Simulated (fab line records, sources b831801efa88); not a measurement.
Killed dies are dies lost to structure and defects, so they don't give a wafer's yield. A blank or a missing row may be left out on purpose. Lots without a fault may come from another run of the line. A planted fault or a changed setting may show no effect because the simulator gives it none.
Which tool did it? | flow sky130 | 12 lots, 36 wafers sampled, at 5 steps of a route of 708

WHAT THE GAUGES READ, wafer by wafer
SKY_FIELD_ISO_BOW_MEAS_00.
lot  | measured    | on            | INCOMING_BOW (um)
L496 | day 1 15:00 | film_metro-01 | -11 -6 -5
L497 | day 1 20:01 | film_metro-02 | -1 -1 7
L498 | day 2 01:00 | film_metro-02 | -5 -4 5
L499 | day 2 06:01 | film_metro-01 | 12 8 4
L504 | day 3 07:02 | film_metro-02 | -5 -4 0
L508 | day 4 03:00 | film_metro-01 | 0 -3 7
L511 | day 4 18:00 | film_metro-04 | -6 -3 -3
L512 | day 4 23:01 | film_metro-04 | -9 9 -13
L514 | day 5 09:00 | film_metro-04 | -3 -8 -3
L516 | day 5 19:02 | film_metro-04 | 17 3 -2
L517 | day 6 00:02 | film_metro-01 | -2 4 3
L518 | day 6 05:01 | film_metro-04 | -7 6 5

SKY_NWELL_TW_MEAS_26.
lot  | measured     | on            | NWELL_2_TW
L496 | day 5 10:31  | film_metro-03 | 496 496 496
L497 | day 5 14:38  | film_metro-02 | 503 500 500
L498 | day 5 20:05  | film_metro-02 | 495 500 500
L499 | day 6 03:20  | film_metro-02 | 499 497 495
L504 | day 7 05:08  | film_metro-03 | 476 476 477
L508 | day 8 08:22  | film_metro-01 | 472 479 474
L511 | day 9 06:43  | film_metro-01 | 502 501 501
L512 | day 9 11:35  | film_metro-02 | 497 496 496
L514 | day 9 23:43  | film_metro-01 | 496 500 499
L516 | day 10 15:38 | film_metro-03 | 508 510 510
L517 | day 10 17:18 | film_metro-01 | 501 498 499
L518 | day 11 04:07 | film_metro-02 | 495 496 496

SKY_SONOS_ONO_CD_MEAS_13: target cd 410 nm.
lot  | measured     | on        | cd_nm (nm)
L496 | day 12 21:28 | cd_sem-02 | 411.4 412.9 410.5
L497 | day 13 00:46 | cd_sem-01 | 411.3 411.2 413.3
L498 | day 13 05:49 | cd_sem-01 | 409.2 409.8 411.1
L499 | day 13 19:20 | cd_sem-01 | 412.1 410.3 412.1
L504 | day 15 07:51 | cd_sem-01 | 412.8 411.6 411.3
L508 | day 16 22:34 | cd_sem-01 | 409.7 409.0 411.8
L511 | day 18 00:57 | cd_sem-01 | 407.8 409.1 409.5
L512 | day 18 09:37 | cd_sem-01 | 410.8 410.6 410.6
L514 | day 19 02:57 | cd_sem-02 | 408.8 411.0 412.4
L516 | day 20 01:05 | cd_sem-01 | 411.4 410.6 410.2
L517 | day 20 07:59 | cd_sem-02 | 408.0 409.1 408.7
L518 | day 20 17:26 | cd_sem-01 | 411.6 409.6 412.6

WHICH TOOL RAN EACH LOT (tool, then ch and the chambers of the sampled wafers, then the start)
lot  | SKY_NWELL_IMPLANT_24            | SKY_VT_ADJUST_LVTN_STRIP_09
L496 | implanter-01 ch 0, day 5 10:16  | plasma_asher-04 ch 0,1, day 6 23:20
L497 | implanter-03 ch 0, day 5 14:24  | plasma_asher-01 ch 0,1, day 7 04:26
L498 | implanter-01 ch 0, day 5 19:50  | plasma_asher-01 ch 0,1, day 7 09:47
L499 | implanter-03 ch 0, day 6 03:06  | plasma_asher-02 ch 1, day 7 17:08
L504 | implanter-02 ch 0, day 7 04:55  | plasma_asher-04 ch 0,1, day 8 23:44
L508 | implanter-02 ch 0, day 8 08:07  | plasma_asher-01 ch 0,1, day 10 04:11
L511 | implanter-01 ch 0, day 9 06:28  | plasma_asher-04 ch 0,1, day 11 04:41
L512 | implanter-01 ch 0, day 9 11:21  | plasma_asher-01 ch 0,1, day 11 09:38
L514 | implanter-03 ch 0, day 9 23:28  | plasma_asher-04 ch 1, day 11 22:38
L516 | implanter-01 ch 0, day 10 15:25 | plasma_asher-04 ch 0,1, day 12 18:08
L517 | implanter-01 ch 0, day 10 17:05 | plasma_asher-01 ch 0,1, day 12 19:11
L518 | implanter-01 ch 0, day 11 03:53 | plasma_asher-02 ch 0,1, day 13 07:17
- SKY_NWELL_IMPLANT_24
- SKY_VT_ADJUST_LVTN_STRIP_09: strips in O2/N2.

WHAT THE TOOLS THEMSELVES READ (means of the sampled wafers that have a number; where no wafer has one, the mark that the record gives instead)
SKY_NWELL_IMPLANT_24.
lot  | tool         | beam_on_s (s) | faraday_current_uA
L496 | implanter-01 | 9.91          | 52.4
L497 | implanter-03 | 10.06         | 51.6
L498 | implanter-01 | 9.94          | 52.0
L499 | implanter-03 | 9.95          | 52.0
L504 | implanter-02 | 8.71          | 59.3
L508 | implanter-02 | 8.82          | 58.9
L511 | implanter-01 | 10.06         | 51.7
L512 | implanter-01 | 9.84          | 52.6
L514 | implanter-03 | 10.01         | 51.8
L516 | implanter-01 | 9.98          | 52.2
L517 | implanter-01 | 10.00         | 52.1
L518 | implanter-01 | 9.88          | 52.6

SKY_VT_ADJUST_LVTN_STRIP_09.
lot  | tool            | drypump_motor_current_A (A) | oes_product_au (a.u.) | strip_time_to_endpoint_s (s)
L496 | plasma_asher-04 | 6.0                         | 0.723                 | 36.82
L497 | plasma_asher-01 | 5.3                         | 0.723                 | 36.95
L498 | plasma_asher-01 | 5.7                         | 0.720                 | 36.84
L499 | plasma_asher-02 | 5.3                         | 0.725                 | 36.86
L504 | plasma_asher-04 | 5.9                         | 0.719                 | 36.71
L508 | plasma_asher-01 | 5.8                         | 0.721                 | 36.86
L511 | plasma_asher-04 | 6.0                         | 0.723                 | 37.05
L512 | plasma_asher-01 | 5.3                         | 0.724                 | 36.78
L514 | plasma_asher-04 | 6.0                         | 0.723                 | 37.04
L516 | plasma_asher-04 | 5.9                         | 0.722                 | 36.96
L517 | plasma_asher-01 | 5.8                         | 0.726                 | 37.00
L518 | plasma_asher-02 | 5.3                         | 0.718                 | 36.90

THE ANSWER, worked out from the rows above alone
Rule: what is usual is taken from the lots themselves. Put in order of their means at a reading, lots are off if they are a third of the lots or fewer, leave a main group of 4 or more, and stand apart from it by a gap of 3 or more times the standard deviation of the main group's means; of several such gaps the widest counts. A main group whose means are all the same, to the digits that the tables above print for the reading, isn't used. A lot without any number at a reading at which 4 lots or more have one is off too. The other lots that the step has rows for count as sound. The gauges are gone through in route order, then the tools' own readings, and for those a lot's mean is taken as printed above. The first step at which some lot is off is used, and at that step the reading that is off furthest; a lot without a number counts as furthest.
Off: L504, L508, at SKY_NWELL_TW_MEAS_26 (NWELL_2_TW). The main group: mean 499, standard deviation 3.8.
A tool fits if, at a process step before that reading, it ran every lot that is off, and no sound lot after the first of them. The gauges at SKY_NWELL_TW_MEAS_26 aren't tried: what is off there is off at SKY_NWELL_IMPLANT_24 too, on other tools, and a gauge's error can't cause that. One fits: implanter-02 at SKY_NWELL_IMPLANT_24. It ran no sound lot before its first lot that is off in this sample, so the start can't be narrowed down.
The tool's own readings at SKY_NWELL_IMPLANT_24 bear it out: on the lots that are off they differ by more than 5 times the standard deviation of the sound lots' means. beam_on_s reads 8.77 s there against 9.96 s on the sound lots; faraday_current_uA reads 59.1 there against 52.1 on the sound lots.

WHAT THE SIMULATOR HAD PUT IN
Process parameter drift: implanter-02, from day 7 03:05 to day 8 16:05, at SKY_NWELL_IMPLANT_24. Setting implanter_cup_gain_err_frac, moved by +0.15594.
Lots struck among those shown: L504, L508. The rule above found the same.
